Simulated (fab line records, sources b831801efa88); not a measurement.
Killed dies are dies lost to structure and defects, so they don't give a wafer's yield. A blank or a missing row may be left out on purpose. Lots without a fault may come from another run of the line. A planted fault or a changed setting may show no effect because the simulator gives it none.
One fault seen from 2 desks | flow sky130 | each desk has only its own numbers; what lay behind them comes last

THE TOOL OWNER'S DESK: pvd_sputter-01
The tool's own readings at SKY_METAL1_SPUTTER_00 (material Ti, target thk 15 nm, time 10 s): means of the sampled wafers that have a number, for each lot that ran on this tool. A lot is out of limits, marked OUT, if its mean lies more than 4 standard deviations from the usual mean; the brackets give that distance.
Columns: A = throttle_valve_pct at SKY_METAL1_SPUTTER_00, usual 30.1 %
lot  | first seen here | A
L501 | day 31 19:38    | 30.5
L508 | day 34 00:23    | 30.0
L509 | day 34 14:50    | 30.0
L515 | day 36 13:14    | 30.4
L517 | day 37 16:22    | 30.3
This desk's finding: nothing out of limits on any of the 5 lots.

THE METROLOGY DESK
What the gauges read, lot by lot, whatever tool the lot ran on: means of the sampled wafers that have a number. A lot is out of limits, marked OUT, if its mean lies more than 4 standard deviations from the usual mean; the brackets give that distance.
Columns: A = VIA4_BOW at SKY_VIA4_BOW_MEAS_03, usual 78 um; B = VIA4_W_RS at SKY_VIA4_RS_MEAS_19, usual 0.225 ohm/sq
lot  | first seen here | A  | B
L501 | day 42 00:09    | 80 | 0.224
L504 | day 43 02:12    | 74 | 0.222
L505 | day 43 04:37    | 64 | 0.223
L508 | day 43 20:34    | 84 | 0.226
L507 | day 43 23:15    | 80 | 0.224
L509 | day 44 08:38    | 65 | 0.222
L510 | day 44 15:53    | 80 | 0.228
L515 | day 46 01:09    | 84 | 0.224
L517 | day 46 23:22    | 84 | 0.225
L519 | day 47 03:38    | 78 | 0.227
L521 | day 47 10:08    | 77 | 0.223
L522 | day 47 19:35    | 75 | 0.221
This desk's finding: nothing out of limits on any of the 12 lots.

PUT TOGETHER
The tool owner's desk saw nothing out of limits.
The metrology desk saw nothing out of limits.

WHAT THE SIMULATOR HAD PUT IN
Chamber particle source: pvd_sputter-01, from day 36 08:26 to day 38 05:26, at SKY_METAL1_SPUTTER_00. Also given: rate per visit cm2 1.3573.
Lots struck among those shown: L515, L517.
